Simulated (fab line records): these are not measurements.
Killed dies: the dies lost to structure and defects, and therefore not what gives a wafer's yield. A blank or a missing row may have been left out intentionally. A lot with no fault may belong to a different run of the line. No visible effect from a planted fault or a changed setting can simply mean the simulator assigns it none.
What tool caused it? | flow gf180mcu | 14 lots with 42 wafers sampled at 3 steps, on a route of 602 steps

== WHAT THE GAUGES READ, wafer by wafer ==
GF_CONTACT_THK_MEAS_26: measures by xrf.
lot  | measured     | on            | CONTACT_W_THK (nm)
L663 | day 16 17:40 | film-metro-04 | 301 310 310
L664 | day 16 17:59 | film-metro-02 | 306 310 309
L665 | day 17 06:05 | film-metro-02 | 304 306 305
L666 | day 17 13:06 | film-metro-02 | 304 309 309
L667 | day 17 18:55 | film-metro-04 | 306 311 307
L668 | day 17 20:29 | film-metro-02 | 313 306 308
L669 | day 18 09:44 | film-metro-01 | 297 305 304
L670 | day 18 16:34 | film-metro-02 | 305 301 301
L671 | day 19 06:17 | film-metro-02 | 300 298 298
L673 | day 20 04:32 | film-metro-02 | 301 301 305
L679 | day 21 22:41 | film-metro-04 | 306 301 309
L681 | day 22 15:02 | film-metro-04 | 306 302 302
L683 | day 23 09:25 | film-metro-02 | 307 312 312
L686 | day 24 08:04 | film-metro-01 | 297 296 296

== WHAT TOOL EACH LOT RAN ON (gives the tool, then ch and the chambers of the sampled wafers, and finally the start) ==
lot  | GF_DNWELL_IMPLANT_07           | GF_CONTACT_CVD_24
L663 | implanter-03 ch 0, day 3 02:47 | cvd-w-01 ch 0,1, day 16 17:28
L664 | implanter-04 ch 0, day 3 02:57 | cvd-w-01 ch 0,1, day 16 17:46
L665 | implanter-03 ch 0, day 3 09:49 | cvd-w-02 ch 0,1, day 17 05:52
L666 | implanter-04 ch 0, day 3 15:55 | cvd-w-01 ch 1, day 17 12:52
L667 | implanter-02 ch 0, day 3 18:17 | cvd-w-01 ch 0, day 17 18:41
L668 | implanter-02 ch 0, day 3 22:45 | cvd-w-01 ch 0,1, day 17 20:17
L669 | implanter-03 ch 0, day 4 04:11 | cvd-w-02 ch 0,1, day 18 09:31
L670 | implanter-03 ch 0, day 4 07:39 | cvd-w-02 ch 0,1, day 18 16:20
L671 | implanter-02 ch 0, day 4 15:36 | cvd-w-02 ch 0,1, day 19 06:04
L673 | implanter-02 ch 0, day 5 02:25 | cvd-w-01 ch 0,1, day 20 04:18
L679 | implanter-03 ch 0, day 6 05:49 | cvd-w-01 ch 0,1, day 21 22:28
L681 | implanter-03 ch 0, day 6 17:11 | cvd-w-01 ch 0,1, day 22 14:49
L683 | implanter-04 ch 0, day 7 05:28 | cvd-w-01 ch 0,1, day 23 09:11
L686 | implanter-04 ch 0, day 7 20:30 | cvd-w-02 ch 0,1, day 24 07:51
- GF_DNWELL_IMPLANT_07
- GF_CONTACT_CVD_24: deposits W, target thk 300 nm, time 90.339 s.

== AS READ BY THE TOOLS THEMSELVES (means over the sampled wafers that have a number; for cases with no such wafer, the mark the record gives instead) ==
GF_DNWELL_IMPLANT_07.
lot  | tool         | beam-energy-keV | dose-ions-cm2
L663 | implanter-03 | 1500.3          | 1.000e+13
L664 | implanter-04 | 1499.3          | 9.987e+12
L665 | implanter-03 | 1500.3          | 1.001e+13
L666 | implanter-04 | 1500.4          | 1.001e+13
L667 | implanter-02 | 1500.5          | 1.000e+13
L668 | implanter-02 | 1500.4          | 9.994e+12
L669 | implanter-03 | 1499.6          | 9.989e+12
L670 | implanter-03 | 1500.3          | 9.992e+12
L671 | implanter-02 | 1499.5          | 1.000e+13
L673 | implanter-02 | 1500.3          | 1.000e+13
L679 | implanter-03 | 1612.8          | 1.001e+13
L681 | implanter-03 | 1612.7          | 1.000e+13
L683 | implanter-04 | 1500.0          | 1.000e+13
L686 | implanter-04 | 1500.5          | 9.996e+12

GF_CONTACT_CVD_24.
lot  | tool     | heater-power-w (W)
L663 | cvd-w-01 | 795
L664 | cvd-w-01 | 799
L665 | cvd-w-02 | 794
L666 | cvd-w-01 | 744
L667 | cvd-w-01 | 829
L668 | cvd-w-01 | 771
L669 | cvd-w-02 | 764
L670 | cvd-w-02 | 749
L671 | cvd-w-02 | 745
L673 | cvd-w-01 | 770
L679 | cvd-w-01 | 796
L681 | cvd-w-01 | 805
L683 | cvd-w-01 | 794
L686 | cvd-w-02 | 774

== THE ANSWER, worked out from the rows above alone ==
Rule: the usual values come from the lots themselves. Put in order of their means at a reading, lots are off if they are a third of the lots or fewer, leave a main group of 4 or more, and stand apart from it by a gap of 3 or more times the standard deviation of the main group's means; of several such gaps the widest counts. A main group whose means are all the same, to the digits that the tables above print for the reading, isn't used. A lot without any number at a reading at which 4 lots or more have one is off too. All remaining lots with rows at the step are treated as sound. First the gauges in route order, then the tools' own readings, where a lot's mean is used as printed above. At the first step where some lot is off, the reading lying furthest off is the one used; lots without a number count as furthest.
Off: L679, L681, at GF_DNWELL_IMPLANT_07 (beam-energy-keV). The main group: mean 1500.1, standard deviation 0.4.
A tool fits if, at that step or a process step before it, it ran every lot that is off, and no sound lot after the first of them. One fits: implanter-03 at GF_DNWELL_IMPLANT_07. Its last sound lot is L670 (day 4 07:39), its first lot that is off L679 (day 6 05:49): a fault that began between those two fits.
The tool's own readings at GF_DNWELL_IMPLANT_07 bear it out: on the lots that are off they differ by more than 5 times the standard deviation of the sound lots' means. beam-energy-keV reads 1612.8 there against 1500.1 on the sound lots.

== WHAT THE SIMULATOR HAD PUT IN ==
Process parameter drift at GF_DNWELL_IMPLANT_07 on implanter-03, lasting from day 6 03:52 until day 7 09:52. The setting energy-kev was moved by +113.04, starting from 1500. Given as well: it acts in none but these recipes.
Lots struck among those shown: L679, L681. This agrees with what the rule above found.
